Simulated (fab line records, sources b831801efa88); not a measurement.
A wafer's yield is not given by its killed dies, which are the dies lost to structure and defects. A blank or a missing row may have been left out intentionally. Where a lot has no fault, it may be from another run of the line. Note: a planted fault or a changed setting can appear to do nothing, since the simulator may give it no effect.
A lot that was struck, set against a sound lot + flow sfqLine + 16 out of 325 route steps
Sound: these wafers, L452.3, L452.5, L452.6. Struck: wafer L462.6. (L462.4 of the same lot was not struck and is left out.) The cause comes at the end.
Per side, at each step with rows, come the tool, then ch with its chambers, and then its first start. Under that, the readings that differ: sound wafers + struck wafers + difference of the means + sigmas: that difference in standard deviations of wafers without a fault.
alike: same words and numbers on both sides, and readings whose means sit less than 2 such deviations apart. not compared: any withheld reading, any reading some wafer has no value for, any bound like >300 that may hide the same value, and any number with overlapping values for which the record gives no deviation.
A row with sigmas, a row that says differs or no value, or rows on one side alone: a step with any of these is where the two part. Numbers that have no deviation but don't overlap get no sigmas and don't part them. A reading missing from all wafers of one side parts the sides only when that side holds two or more wafers.

SFQ_TRILAYER_I7_VIA_STRIP_STRIP_191: strips in O2.
  sound on rieMetal-01 ch 0,1, day 68 23:31; struck on rieMetal-01 ch 0, day 78 02:53
  alike: drypumpMotorCurrentA, oesProductAu
  not compared: rfHoursCounterH
then, 8 steps without rows for these wafers: SFQ_TRILAYER_I7_VIA_STRIP_SOLV_CLEAN_192 (cleans in NMP, time 600 s); SFQ_TRILAYER_M8_LITHO_LOR_COAT_197; SFQ_TRILAYER_M8_LITHO_LOR_BAKE_198; SFQ_TRILAYER_M8_LITHO_COAT_193 (resist thk 600 nm); SFQ_TRILAYER_M8_LITHO_SOFTBAKE_199; SFQ_TRILAYER_M8_LITHO_EXPOSE_194 (exposes mask M8, target cd 2000 nm); SFQ_TRILAYER_M8_LITHO_PEB_196 (peb time 60 s); SFQ_TRILAYER_M8_LITHO_DEVELOP_195 (img clear 15 s, time 55 s).
-- the record jumps here: 3 days lie between the struck wafers' starts before and after --
SFQ_M8_OVL_MEAS_948:
  sound: overlay-01 at day 71 20:49; struck: overlay-01 at day 80 22:06
  alike: M8_OVL
then, 2 steps without rows for these wafers: SFQ_TRILAYER_M8_DEP_EVAP_197 (material Ti, target thk 20 nm, time 100 s); SFQ_TRILAYER_M8_DEP_EVAP_198 (material Pt, target thk 50 nm, time 250 s).
SFQ_TRILAYER_M8_DEP_EVAP_196: material Au, target thk 180 nm, time 900 s.
  sound: pvdSputter-02 at day 71 21:04; struck: pvdSputter-02 at day 80 22:21
| reading                                         | sound           | struck | difference | sigmas |
|-------------------------------------------------|-----------------|--------|------------|--------|
| model.Au_of_TRILAYER_M8_DEP_EVAP_196.thkNm (nm) | 175.9 175.1 175 | 165.1  | -10.2      |        |
SFQ_M8_RS_MEAS_949: measurement is done with a four-point probe.
  sound: filmMetro-02 at day 71 21:38; struck: filmMetro-02 at day 80 23:13
| reading           | sound                | struck | difference | sigmas |
|-------------------|----------------------|--------|------------|--------|
| M8_AU_RS (ohm/sq) | 0.1568 0.1578 0.1576 | 0.1675 | +0.0101    | +5     |
  not compared: hold
SFQ_M8_THK_MEAS_950: measures by xrf.
  sound: filmMetro-02 at day 71 21:44; struck: filmMetro-02 at day 81 05:44
| reading        | sound             | struck | difference | sigmas |
|----------------|-------------------|--------|------------|--------|
| M8_AU_THK (nm) | 179.6 179.1 179.8 | 168.0  | -11.5      | -5     |
  not compared: hold
SFQ_M8_BOW_MEAS_951:
  sound: filmMetro-03 at day 71 21:59; struck: filmMetro-03 at day 81 11:41
| reading              | sound                | struck                  | difference                   | sigmas |
|----------------------|----------------------|-------------------------|------------------------------|--------|
| hold                 | - - -                | awaitDispo/2.9h/release | no value on the sound wafers |        |
| model.etest.m8.ohmSq | 0.1569 0.1576 0.1577 | 0.1673                  | +0.0099                      |        |
  not compared: M8_BOW

## WHERE THEY PART
First at SFQ_M8_RS_MEAS_949; last, within this record, at SFQ_M8_BOW_MEAS_951.

WHY: the cause the simulator had injected
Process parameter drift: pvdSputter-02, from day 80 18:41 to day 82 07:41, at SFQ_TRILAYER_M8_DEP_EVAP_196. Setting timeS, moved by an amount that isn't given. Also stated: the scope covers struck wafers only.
